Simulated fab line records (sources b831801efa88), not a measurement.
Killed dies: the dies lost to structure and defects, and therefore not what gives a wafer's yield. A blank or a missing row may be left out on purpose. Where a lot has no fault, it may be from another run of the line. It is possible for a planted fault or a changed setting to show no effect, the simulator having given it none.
fab line records	flow sky130
record lots=24	wafers=72	lastDay=50
route steps=708 shown POLY_GATE@229 LDD_LDN@296 POLY_CUT@316 METAL1@438 VIA2@508 CAP2M@604
lots that met no fault: from a run of the same line without faults
startH: hours from the record's opening day to when the first of the lot's shown wafers began	waitH: how many hours have passed since the lot's step before this one	" repeats the value in the row above	L1.1+2: one row covering several wafers at once	- no value, or no start was given	* or withheld: withheld	< > ~ a bound
route shown NAME@n: NAME is a module with steps in the file, n the number in the route of the first one	usual: mean/standard deviation of fault-free wafers	same: alike in all rows	chamber/n: place in a boat	sites: per-site readings	_std_site: how widely they spread, as a standard deviation	_edge_site: mean of outer sites minus mean of inner sites	radiusMm: for every site, how far away it sits from the centre of the wafer	mask NAME#n: copy n	behind: the last tool/chamber to shape the wafer	hold: what put the lot on hold/how long, in hours/how the hold closed	device: whichever transistor did not switch (one of n, p or np)	end of line: tests run on the same wafers once the route is complete	a step given without rows: its recipe and nothing more	killed: not the wafer's yield, but the dies lost to structure and defects at the first sort	map: a wafer's dies, x killed, . not, _ none there
set.NAME: setting as actually run; set.NAME@STEP: the setting as run at that earlier step	model.NAME: the simulator's own value behind a step, which no gauge read
one table for each step of the route and one row for each wafer, over a sample of lots
services: a tool's chamber out of use, with start hour (startH, from the record's first day; less than 0 if before it), hours out, and reason
## steps
# step SKY_POLY_GATE_ETCH_15
# recipe chemistry=N2/H2	target=BARC	ionEnergyEv=200	sourceW=500	biasW=100	pressureMtorr=30	n2FlowSccm=100	h2FlowSccm=200	stopOn=SiO2	timeS=118.5	targetDepthA=1100
# usual biasW=100.0/0.31	drypumpMotorCurrentA=5.9/0.42	n2FlowSccm=99.99/0.28	oesProductAu=0.716/0.0048	throttleValvePct=13.214/0.0095
# same timeS=118.5
lot.wafer	tool	chamber	startH	waitH	biasW	drypumpMotorCurrentA	n2FlowSccm	oesProductAu	rfHoursCounterH	throttleValvePct
L074.1	rieDiel-03	0	363.72	0.0	100.0	5.3	100.42	0.713	4	13.199
L074.5	"	3	"	"	99.7	6.2	100.42	0.713	-	13.202
L074.6	"	0	"	"	99.8	5.3	99.97	0.716	-	13.221
L075.3	rieDiel-04	0	372.47	0.0	99.6	5.7	99.66	0.717	5	13.209
L075.4	"	3	"	"	99.4	5.8	99.83	0.712	1	13.208
L075.5	"	0	"	"	99.6	5.6	100.07	0.707	-	13.215
L076.2	rieDiel-03	1	383.57	0.0	100.0	6.0	99.79	0.709	103	13.220
L076.3	"	0	"	"	100.0	5.3	100.32	0.712	5	13.229
L076.4	"	2	"	"	100.1	5.9	99.99	0.715	-	13.220
L077.2	rieDiel-04	0	392.52	0.0	100.1	5.7	99.86	0.717	6	13.195
L077.5	"	0	"	"	99.7	5.7	100.14	0.718	-	13.215
L077.6	"	2	"	"	99.9	6.7	100.12	0.719	-	13.220
L078.3	rieDiel-03	0	412.67	0.0	100.0	5.3	100.01	0.721	6	13.214
L078.4	"	3	"	"	99.8	6.1	100.07	0.714	0	13.225
L078.6	"	3	"	"	99.9	6.2	100.18	0.722	-	13.207
L079.1	rieDiel-02	2	427.01	0.0	100.2	6.5	100.58	0.715	16	13.215
L079.2	"	1	"	"	100.0	5.2	99.85	0.712	89	13.217
L079.4	"	3	"	"	100.0	5.8	99.82	0.718	32	13.229
L080.2	rieDiel-03	1	427.07	0.0	100.3	6.0	100.33	0.714	104	13.222
L080.3	"	2	"	"	100.1	5.9	100.29	0.720	17	13.233
L080.6	"	2	"	"	99.9	5.9	100.13	0.717	-	13.222
L082.3	rieDiel-03	0	438.57	0.0	99.9	5.3	100.35	0.715	6	13.210
L082.4	"	3	"	"	100.5	6.1	100.16	0.720	-	13.221
L082.5	"	0	"	"	99.6	5.3	100.34	0.711	-	13.218
L081.4	rieDiel-02	3	441.87	0.0	99.9	5.7	100.06	0.717	32	13.218
L081.5	"	1	"	"	100.5	5.2	99.81	0.715	-	13.211
L081.6	"	2	"	"	99.8	6.5	99.92	0.722	-	13.213
L084.1	rieDiel-03	2	452.96	0.0	100.2	5.9	100.18	0.715	18	13.211
L084.5	"	1	"	"	100.2	6.0	99.61	0.719	-	13.216
L084.6	"	2	"	"	99.8	5.9	100.14	0.716	-	13.211
L083.2	rieDiel-02	1	453.37	0.0	100.1	5.2	99.64	0.708	90	13.213
L083.4	"	3	"	"	99.4	5.8	100.26	0.704	32	13.234
L083.5	"	1	"	"	100.1	5.2	99.82	0.707	-	13.225
L085.2	rieDiel-03	3	463.87	0.0	100.2	6.1	100.42	0.719	1	13.214
L085.3	"	1	"	"	99.9	6.0	100.08	0.713	0	13.227
L085.6	"	0	"	"	99.7	5.3	99.98	0.721	-	13.210
L086.2	rieDiel-03	0	472.71	0.0	100.1	5.3	100.27	0.713	7	13.215
L086.3	"	1	"	"	100.2	6.0	99.49	0.723	1	13.211
L086.6	"	0	"	"	99.6	5.3	99.88	0.715	-	13.229
L088.3	rieDiel-02	1	504.16	0.0	100.1	5.2	99.68	0.718	90	13.211
L088.4	"	2	"	"	99.6	6.5	100.68	0.717	17	13.213
L088.5	"	3	"	"	99.4	5.8	99.92	0.714	-	13.221
L087.1	rieDiel-03	1	504.92	0.0	100.2	6.0	99.37	0.709	1	13.219
L087.3	"	3	"	"	100.3	6.1	100.34	0.721	2	13.212
L087.5	"	0	"	"	100.6	5.3	99.76	0.725	-	13.203
L089.1	rieDiel-02	0	515.87	0.0	100.2	6.0	99.95	0.715	62	13.214
L089.3	"	3	"	"	99.4	5.8	100.24	0.718	34	13.225
L089.5	"	0	"	"	100.4	6.0	100.25	0.716	-	13.224
L090.3	rieDiel-03	3	521.87	0.0	100.2	6.1	100.25	0.722	2	13.218
L090.5	"	0	"	"	100.4	5.3	99.80	0.715	-	13.208
L090.6	"	1	"	"	100.3	6.1	99.90	0.720	-	13.216
L091.1	rieDiel-04	0	523.17	0.0	99.7	5.7	100.23	0.715	7	13.199
L091.2	"	3	"	"	99.8	5.8	99.97	0.718	4	13.204
L091.6	"	0	"	"	99.9	5.7	99.91	0.716	-	13.216
L092.2	rieDiel-04	0	531.11	0.0	100.2	5.7	99.97	0.717	8	13.218
L092.3	"	2	"	"	99.9	6.7	100.03	0.718	31	13.217
L092.4	"	2	"	"	99.6	6.7	99.88	0.723	-	13.207
L093.2	rieDiel-02	1	532.62	0.0	99.8	5.2	100.11	0.716	0	13.205
L093.3	"	0	"	"	100.0	6.0	100.35	0.718	63	13.203
L093.4	"	2	"	"	99.7	6.5	100.03	0.720	18	13.211
L094.3	rieDiel-03	0	545.17	0.0	100.0	5.3	100.65	0.719	9	13.219
L094.4	"	0	"	"	99.7	5.3	100.16	0.703	-	13.218
L094.5	"	3	"	"	99.5	6.1	100.44	0.721	-	13.219
L095.2	rieDiel-02	2	550.27	0.0	100.2	6.5	99.88	0.704	19	13.219
L095.4	"	3	"	"	100.2	5.7	100.31	0.719	34	13.220
L095.6	"	1	"	"	100.2	5.2	100.07	0.719	-	13.224
L096.1	rieDiel-03	2	571.07	0.0	100.1	5.9	100.05	0.716	20	13.211
L096.4	"	3	"	"	100.1	6.1	99.79	0.723	4	13.191
L096.6	"	3	"	"	99.5	6.1	99.67	0.714	-	13.198
L097.1	rieDiel-02	2	571.91	0.0	99.7	6.5	99.91	0.721	19	13.222
L097.2	"	0	"	"	100.2	6.0	100.01	0.721	63	13.232
L097.4	"	3	"	"	100.4	5.8	100.07	0.723	35	13.218
# step SKY_LDD_LDN_OVL_MEAS_07
# usual LDD_LDN_OVL=-0.1/1.5
lot.wafer	tool	chamber	startH	waitH	LDD_LDN_OVL[nm]
L074.1	overlay-02	-	517.91	0.1	-1.2
L074.5	"	-	"	"	-1.9
L074.6	"	-	"	"	-1.0
L075.3	overlay-02	-	525.58	0.1	0.4
L075.4	"	-	"	"	-0.4
L075.5	"	-	"	"	-1.5
L076.2	overlay-01	-	538.32	0.1	1.5
L076.3	"	-	"	"	0.3
L076.4	"	-	"	"	1.0
L077.2	overlay-01	-	547.11	0.1	-2.3
L077.5	"	-	"	"	-1.6
L077.6	"	-	"	"	-1.8
L078.3	overlay-01	-	568.38	0.1	0.9
L078.4	"	-	"	"	-0.2
L078.6	"	-	"	"	0.8
L079.1	overlay-02	-	582.26	0.1	0.3
L079.2	"	-	"	"	-1.1
L079.4	"	-	"	"	-0.7
L080.2	overlay-01	-	583.28	0.1	1.2
L080.3	"	-	"	"	1.5
L080.6	"	-	"	"	2.6
L082.3	overlay-01	-	595.18	0.1	3.1
L082.4	"	-	"	"	0.3
L082.5	"	-	"	"	3.8
L081.4	overlay-02	-	598.62	0.1	-2.3
L081.5	"	-	"	"	-1.0
L081.6	"	-	"	"	-0.5
L084.1	overlay-02	-	606.96	0.1	0.3
L084.5	"	-	"	"	-0.7
L084.6	"	-	"	"	-1.1
L083.2	overlay-02	-	607.53	0.1	-0.5
L083.4	"	-	"	"	-0.9
L083.5	"	-	"	"	-1.7
L085.2	overlay-01	-	617.67	0.1	1.3
L085.3	"	-	"	"	-0.4
L085.6	"	-	"	"	1.9
L086.2	overlay-01	-	626.68	0.1	0.2
L086.3	"	-	"	"	0.2
L086.6	"	-	"	"	-0.3
L088.3	overlay-02	-	654.47	0.1	-3.7
L088.4	"	-	"	"	-1.5
L088.5	"	-	"	"	-2.1
L087.1	overlay-01	-	655.81	0.1	0.5
L087.3	"	-	"	"	1.6
L087.5	"	-	"	"	0.6
L089.1	overlay-01	-	665.32	0.1	-1.0
L089.3	"	-	"	"	-0.9
L089.5	"	-	"	"	-0.6
L090.3	overlay-01	-	671.33	0.1	2.9
L090.5	"	-	"	"	1.7
L090.6	"	-	"	"	1.4
L091.1	overlay-02	-	672.12	0.1	-0.6
L091.2	"	-	"	"	-1.1
L091.6	"	-	"	"	0.3
L092.2	overlay-02	-	679.68	0.1	-1.2
L092.3	"	-	"	"	-0.4
L092.4	"	-	"	"	0.1
L093.2	overlay-01	-	681.72	0.1	2.9
L093.3	"	-	"	"	2.0
L093.4	"	-	"	"	1.3
L094.3	overlay-01	-	692.03	0.1	0.6
L094.4	"	-	"	"	0.9
L094.5	"	-	"	"	0.5
L095.2	overlay-02	-	698.43	0.1	-2.0
L095.4	"	-	"	"	-1.5
L095.6	"	-	"	"	-0.4
L096.1	overlay-02	-	717.96	0.1	-0.5
L096.4	"	-	"	"	-1.6
L096.6	"	-	"	"	-1.4
L097.1	overlay-02	-	718.61	0.1	-0.3
L097.2	"	-	"	"	0.1
L097.4	"	-	"	"	-0.5
# step SKY_POLY_CUT_OVL_MEAS_09
# usual POLY_CUT_OVL=5/5.7
lot.wafer	tool	chamber	startH	waitH	POLY_CUT_OVL[nm]
L074.1	overlay-01	-	551.48	0.1	11
L074.5	"	-	"	"	7
L074.6	"	-	"	"	4
L075.3	overlay-02	-	557.95	0.1	9
L075.4	"	-	"	"	1
L075.5	"	-	"	"	7
L076.2	overlay-01	-	573.18	0.1	2
L076.3	"	-	"	"	14
L076.4	"	-	"	"	1
L077.2	overlay-01	-	579.44	0.1	7
L077.5	"	-	"	"	5
L077.6	"	-	"	"	2
L078.3	overlay-01	-	601.64	0.1	-2
L078.4	"	-	"	"	-5
L078.6	"	-	"	"	-3
L079.1	overlay-02	-	613.63	0.1	7
L079.2	"	-	"	"	-1
L079.4	"	-	"	"	-2
L080.2	overlay-02	-	616.63	0.1	2
L080.3	"	-	"	"	5
L080.6	"	-	"	"	0
L082.3	overlay-02	-	626.59	0.1	1
L082.4	"	-	"	"	3
L082.5	"	-	"	"	6
L081.4	overlay-01	-	630.09	0.1	-2
L081.5	"	-	"	"	8
L081.6	"	-	"	"	6
L084.1	overlay-02	-	639.44	0.1	6
L084.5	"	-	"	"	15
L084.6	"	-	"	"	10
L083.2	overlay-01	-	639.63	0.1	-2
L083.4	"	-	"	"	2
L083.5	"	-	"	"	13
L085.2	overlay-02	-	650.35	0.1	11
L085.3	"	-	"	"	10
L085.6	"	-	"	"	3
L086.2	overlay-02	-	657.13	0.1	11
L086.3	"	-	"	"	0
L086.6	"	-	"	"	11
L088.3	overlay-02	-	685.19	0.1	-3
L088.4	"	-	"	"	9
L088.5	"	-	"	"	2
L087.1	overlay-02	-	686.29	0.1	3
L087.3	"	-	"	"	4
L087.5	"	-	"	"	6
L089.1	overlay-01	-	696.18	0.1	10
L089.3	"	-	"	"	11
L089.5	"	-	"	"	12
L090.3	overlay-02	-	701.74	0.1	4
L090.5	"	-	"	"	4
L090.6	"	-	"	"	-3
L091.1	overlay-01	-	702.23	0.1	5
L091.2	"	-	"	"	9
L091.6	"	-	"	"	4
L092.2	overlay-02	-	709.93	0.1	1
L092.3	"	-	"	"	10
L092.4	"	-	"	"	3
L093.2	overlay-02	-	711.78	0.1	-3
L093.3	"	-	"	"	-11
L093.4	"	-	"	"	1
L094.3	overlay-01	-	722.74	0.1	13
L094.4	"	-	"	"	-2
L094.5	"	-	"	"	10
L095.2	overlay-01	-	729.90	0.1	3
L095.4	"	-	"	"	5
L095.6	"	-	"	"	0
L096.1	overlay-01	-	747.73	0.1	5
L096.4	"	-	"	"	8
L096.6	"	-	"	"	8
L097.1	overlay-01	-	749.24	0.1	1
L097.2	"	-	"	"	10
L097.4	"	-	"	"	13
# step SKY_METAL1_SPUTTER_04
# recipe material=TiN	targetThkNm=70	powerW=6500	timeS=58.3	chamberPressurePa=0.4
# usual throttleValvePct=29.9/0.65
# same timeS=58.3
lot.wafer	tool	chamber	startH	waitH	throttleValvePct
L074.1	pvdSputter-01	-	729.90	0.0	28.8
L074.5	"	-	"	"	28.6
L074.6	"	-	"	"	29.8
L075.3	pvdSputter-01	-	735.13	0.0	28.9
L075.4	"	-	"	"	30.3
L075.5	"	-	"	"	29.2
L076.2	pvdSputter-04	-	749.08	0.0	29.9
L076.3	"	-	"	"	30.4
L076.4	"	-	"	"	29.6
L077.2	pvdSputter-04	-	755.53	0.0	29.6
L077.5	"	-	"	"	30.0
L077.6	"	-	"	"	29.6
L078.3	pvdSputter-01	-	774.14	0.0	29.2
L078.4	"	-	"	"	28.9
L078.6	"	-	"	"	28.7
L079.1	pvdSputter-02	-	786.69	0.0	30.6
L079.2	"	-	"	"	30.7
L079.4	"	-	"	"	28.9
L080.2	pvdSputter-02	-	789.13	0.0	30.6
L080.3	"	-	"	"	30.9
L080.6	"	-	"	"	30.4
L082.3	pvdSputter-04	-	799.29	0.0	30.1
L082.4	"	-	"	"	29.9
L082.5	"	-	"	"	30.3
L081.4	pvdSputter-04	-	800.28	0.0	29.9
L081.5	"	-	"	"	30.3
L081.6	"	-	"	"	30.2
L084.1	pvdSputter-02	-	809.89	0.0	30.6
L084.5	"	-	"	"	30.2
L084.6	"	-	"	"	30.6
L083.2	pvdSputter-04	-	811.84	0.0	29.8
L083.4	"	-	"	"	29.9
L083.5	"	-	"	"	29.5
L085.2	pvdSputter-02	-	819.04	0.0	30.6
L085.3	"	-	"	"	29.8
L085.6	"	-	"	"	31.0
L086.2	pvdSputter-02	-	827.36	0.0	29.8
L086.3	"	-	"	"	30.7
L086.6	"	-	"	"	30.7
L088.3	pvdSputter-02	-	853.88	0.0	30.7
L088.4	"	-	"	"	28.9
L088.5	"	-	"	"	30.8
L087.1	pvdSputter-04	-	854.10	0.0	29.7
L087.3	"	-	"	"	30.6
L087.5	"	-	"	"	29.3
L089.1	pvdSputter-01	-	861.83	0.0	28.6
L089.3	"	-	"	"	29.3
L089.5	"	-	"	"	28.9
L090.3	pvdSputter-04	-	867.14	0.0	29.5
L090.5	"	-	"	"	30.4
L090.6	"	-	"	"	29.7
L091.1	pvdSputter-02	-	867.88	0.0	29.9
L091.2	"	-	"	"	30.7
L091.6	"	-	"	"	31.1
L092.2	pvdSputter-02	-	875.63	0.0	29.5
L092.3	"	-	"	"	30.8
L092.4	"	-	"	"	29.0
L093.2	pvdSputter-04	-	877.18	0.0	29.3
L093.3	"	-	"	"	30.4
L093.4	"	-	"	"	30.1
L094.3	pvdSputter-01	-	887.54	0.0	30.4
L094.4	"	-	"	"	28.6
L094.5	"	-	"	"	30.0
L095.2	pvdSputter-04	-	892.89	0.0	30.2
L095.4	"	-	"	"	29.9
L095.6	"	-	"	"	30.6
L096.1	pvdSputter-04	-	910.35	0.0	29.3
L096.4	"	-	"	"	30.6
L096.6	"	-	"	"	30.6
L097.1	pvdSputter-04	-	913.14	0.0	30.4
L097.2	"	-	"	"	29.5
L097.4	"	-	"	"	30.0
# step SKY_VIA2_THK_MEAS_01
# recipe reads=SiO2_of_VIA2_HDPCVD_00
# usual VIA2_HDPCVD_THK=1185/14
lot.wafer	tool	chamber	startH	waitH	VIA2_HDPCVD_THK[nm]
L074.1	filmMetro-03	-	814.76	0.1	1200
L074.5	"	-	"	"	1193
L074.6	"	-	"	"	1163
L075.3	filmMetro-03	-	819.08	0.1	1173
L075.4	"	-	"	"	1176
L075.5	"	-	"	"	1186
L076.2	filmMetro-02	-	832.58	0.1	1167
L076.3	"	-	"	"	1165
L076.4	"	-	"	"	1170
L077.2	filmMetro-04	-	839.28	0.1	1198
L077.5	"	-	"	"	1184
L077.6	"	-	"	"	1194
L078.3	filmMetro-03	-	857.54	0.1	1166
L078.4	"	-	"	"	1175
L078.6	"	-	"	"	1194
L079.1	filmMetro-02	-	871.36	0.1	1190
L079.2	"	-	"	"	1202
L079.4	"	-	"	"	1203
L080.2	filmMetro-02	-	872.64	0.1	1188
L080.3	"	-	"	"	1182
L080.6	"	-	"	"	1162
L082.3	filmMetro-03	-	882.29	0.1	1181
L082.4	"	-	"	"	1185
L082.5	"	-	"	"	1196
L081.4	filmMetro-03	-	883.58	0.0	1175
L081.5	"	-	"	"	1158
L081.6	"	-	"	"	1195
L084.1	filmMetro-02	-	891.78	0.1	1173
L084.5	"	-	"	"	1196
L084.6	"	-	"	"	1175
L083.2	filmMetro-04	-	893.14	0.1	1194
L083.4	"	-	"	"	1205
L083.5	"	-	"	"	1177
L085.2	filmMetro-03	-	900.30	0.1	1182
L085.3	"	-	"	"	1215
L085.6	"	-	"	"	1178
L086.2	filmMetro-03	-	909.12	0.1	1172
L086.3	"	-	"	"	1185
L086.6	"	-	"	"	1171
L088.3	filmMetro-02	-	933.74	0.1	1188
L088.4	"	-	"	"	1200
L088.5	"	-	"	"	1190
L087.1	filmMetro-03	-	933.96	0.1	1197
L087.3	"	-	"	"	1209
L087.5	"	-	"	"	1191
L089.1	filmMetro-02	-	942.47	0.1	1185
L089.3	"	-	"	"	1186
L089.5	"	-	"	"	1186
L090.3	filmMetro-04	-	947.13	0.1	1207
L090.5	"	-	"	"	1180
L090.6	"	-	"	"	1178
L091.1	filmMetro-03	-	948.02	0.1	1177
L091.2	"	-	"	"	1172
L091.6	"	-	"	"	1199
L092.2	filmMetro-02	-	956.41	0.1	1170
L092.3	"	-	"	"	1207
L092.4	"	-	"	"	1173
L093.2	filmMetro-03	-	958.23	0.1	1211
L093.3	"	-	"	"	1188
L093.4	"	-	"	"	1212
L094.3	filmMetro-04	-	967.38	0.1	1204
L094.4	"	-	"	"	1178
L094.5	"	-	"	"	1189
L095.2	filmMetro-02	-	970.99	0.1	1187
L095.4	"	-	"	"	1182
L095.6	"	-	"	"	1184
L096.1	filmMetro-03	-	988.91	0.1	1202
L096.4	"	-	"	"	1174
L096.6	"	-	"	"	1184
L097.1	filmMetro-03	-	991.53	0.1	1176
L097.2	"	-	"	"	1179
L097.4	"	-	"	"	1182
# step SKY_CAP2M_THK_MEAS_01
# recipe reads=SiO2_of_CAP2M_CVD_00
# usual CAP2M_CVD_00_THK=15.41/0.22
lot.wafer	tool	chamber	startH	waitH	CAP2M_CVD_00_THK[nm]
L074.1	filmMetro-04	-	924.31	-	15.60
L074.5	"	-	"	"	15.68
L074.6	"	-	"	"	15.54
L075.3	filmMetro-01	-	928.29	-	15.52
L075.4	"	-	"	"	15.71
L075.5	"	-	"	"	15.62
L076.2	filmMetro-01	-	940.10	-	14.97
L076.3	"	-	"	"	15.41
L076.4	"	-	"	"	15.27
L077.2	filmMetro-03	-	948.87	-	14.96
L077.5	"	-	"	"	15.33
L077.6	"	-	"	"	15.30
L078.3	filmMetro-01	-	964.29	-	15.33
L078.4	"	-	"	"	15.75
L078.6	"	-	"	"	15.35
L079.1	filmMetro-01	-	979.15	-	15.47
L079.2	"	-	"	"	15.59
L079.4	"	-	"	"	15.70
L080.2	filmMetro-01	-	979.46	-	15.45
L080.3	"	-	"	"	15.44
L080.6	"	-	"	"	16.02
L082.3	filmMetro-03	-	987.73	-	15.01
L082.4	"	-	"	"	15.43
L082.5	"	-	"	"	15.29
L081.4	filmMetro-03	-	988.64	-	15.31
L081.5	"	-	"	"	15.47
L081.6	"	-	"	"	15.16
L084.1	filmMetro-04	-	995.44	-	15.62
L084.5	"	-	"	"	15.56
L084.6	"	-	"	"	15.57
L083.2	filmMetro-04	-	996.67	-	15.04
L083.4	"	-	"	"	15.35
L083.5	"	-	"	"	15.37
L085.2	filmMetro-04	-	1003.78	-	15.27
L085.3	"	-	"	"	15.31
L085.6	"	-	"	"	15.53
L086.2	filmMetro-01	-	1012.16	-	15.21
L086.3	"	-	"	"	15.17
L086.6	"	-	"	"	15.29
L087.1	filmMetro-04	-	1034.20	-	15.11
L087.3	"	-	"	"	15.86
L087.5	"	-	"	"	15.53
L088.3	filmMetro-03	-	1034.83	-	15.44
L088.4	"	-	"	"	15.58
L088.5	"	-	"	"	15.55
L089.1	filmMetro-04	-	1042.57	-	15.35
L089.3	"	-	"	"	15.56
L089.5	"	-	"	"	15.68
L090.3	filmMetro-04	-	1046.42	-	15.48
L090.5	"	-	"	"	15.48
L090.6	"	-	"	"	15.31
L091.1	filmMetro-03	-	1046.96	-	15.51
L091.2	"	-	"	"	15.47
L091.6	"	-	"	"	15.66
L092.2	filmMetro-04	-	1054.72	-	15.63
L092.3	"	-	"	"	15.43
L092.4	"	-	"	"	15.53
L093.2	filmMetro-01	-	1057.12	-	15.17
L093.3	"	-	"	"	15.21
L093.4	"	-	"	"	15.34
L094.3	filmMetro-01	-	1065.42	-	15.47
L094.4	"	-	"	"	15.54
L094.5	"	-	"	"	15.34
L095.2	filmMetro-03	-	1066.69	-	15.22
L095.4	"	-	"	"	15.30
L095.6	"	-	"	"	15.50
L096.1	filmMetro-04	-	1082.95	-	14.84
L096.4	"	-	"	"	15.37
L096.6	"	-	"	"	15.09
L097.1	filmMetro-01	-	1087.56	-	15.29
L097.2	"	-	"	"	15.32
L097.4	"	-	"	"	15.75
## services
tool	chamber	startH	hours	kind
rieDiel-03	3	367.47	12.8	repair
pvdSputter-04	-	397.73	13.4	repair
pvdSputter-04	-	412.68	6.0	repair
rieDiel-02	0	417.35	4.5	repair
rieDiel-03	3	444.11	8.2	repair
rieDiel-03	-	495.23	0.2	repair
rieDiel-03	1	535.09	16.9	repair
rieDiel-03	2	555.82	1.7	repair
rieDiel-03	1	560.93	6.3	repair
rieDiel-02	0	572.23	5.4	repair
rieDiel-02	0	594.19	8.4	repair
rieDiel-03	0	602.51	12.8	repair
rieDiel-03	-	623.56	0.6	repair
pvdSputter-04	-	624.07	0.9	repair
rieDiel-02	1	629.51	28.9	repair
rieDiel-02	-	639.31	0.6	repair
rieDiel-02	1	659.42	3.3	repair
pvdSputter-04	-	663.64	1.8	repair
rieDiel-03	-	666.35	0.1	repair
rieDiel-02	-	674.78	2.8	pm
pvdSputter-04	-	720.41	9.6	repair
pvdSputter-04	-	750.42	3.3	repair
rieDiel-03	2	845.24	3.2	repair
pvdSputter-04	-	887.68	1.5	repair
## key
fault none
